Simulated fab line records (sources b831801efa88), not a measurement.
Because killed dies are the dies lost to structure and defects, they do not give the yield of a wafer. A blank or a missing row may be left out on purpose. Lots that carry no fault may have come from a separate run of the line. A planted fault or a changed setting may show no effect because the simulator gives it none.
Chamber matching / flow sky130 / 4 sister chambers for SKY_VIA2_CMP_02 on cmp-01
The step polishes SiO2. 14 wafers are shown with their chamber, then 7 later ones without.

EACH WAFER AND ITS CHAMBER
wafer=L807.1; chamber=0; motor current A (A)=11.4
wafer=L807.3; chamber=2; motor current A (A)=11.8
wafer=L807.5; chamber=2; motor current A (A)=10.9
wafer=L808.3; chamber=1; motor current A (A)=12.0
wafer=L808.4; chamber=2; motor current A (A)=11.6
wafer=L808.6; chamber=1; motor current A (A)=12.0
wafer=L811.3; chamber=2; motor current A (A)=11.6
wafer=L811.4; chamber=3; motor current A (A)=12.2
wafer=L811.5; chamber=1; motor current A (A)=11.6
wafer=L817.1; chamber=0; motor current A (A)=10.7
wafer=L817.2; chamber=1; motor current A (A)=12.7
wafer=L817.6; chamber=3; motor current A (A)=12.6
wafer=L824.1; chamber=1; motor current A (A)=12.1
wafer=L824.2; chamber=2; motor current A (A)=11.3

SIGNATURES (averages over the wafers above)
reading=motor current A; chamber 0=11.050; chamber 1=12.080; chamber 2=11.440; chamber 3=12.400; scatter within a chamber=0.38
Rule: a wafer lies at a distance from a chamber equal to the root of the sum of squares, over the readings, of (its reading less the chamber's mean, divided by the reading's scatter). The wafer belongs to the nearest chamber; if the next one is less than 2 further off, it can't be placed. How the scatter is found: for the shown wafers, subtract from each reading the mean of its chamber, square and add these, divide the total by (wafers less chambers), then take the root.

WAFERS WITHOUT THEIR CHAMBER
wafer=L824.6; motor current A (A)=10.6
wafer=L826.1; motor current A (A)=12.3
wafer=L826.2; motor current A (A)=11.1
wafer=L826.5; motor current A (A)=12.4
wafer=L827.1; motor current A (A)=11.2
wafer=L827.2; motor current A (A)=11.7
wafer=L827.5; motor current A (A)=10.9

WHICH CHAMBER EACH WENT THROUGH
wafer=L824.6; from the rows above=can't be placed: 0 or 2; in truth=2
wafer=L826.1; from the rows above=can't be placed: 3 or 1 or 2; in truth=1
wafer=L826.2; from the rows above=can't be placed: 0 or 2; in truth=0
wafer=L826.5; from the rows above=can't be placed: 3 or 1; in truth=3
wafer=L827.1; from the rows above=can't be placed: 0 or 2 or 1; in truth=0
wafer=L827.2; from the rows above=can't be placed: 2 or 1 or 0 or 3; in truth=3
wafer=L827.5; from the rows above=can't be placed: 0 or 2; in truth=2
Correct placement for 0 of the 7. Not placeable from these rows: 7 (in 7, the candidates include the true chamber). Number placed wrongly: 0.
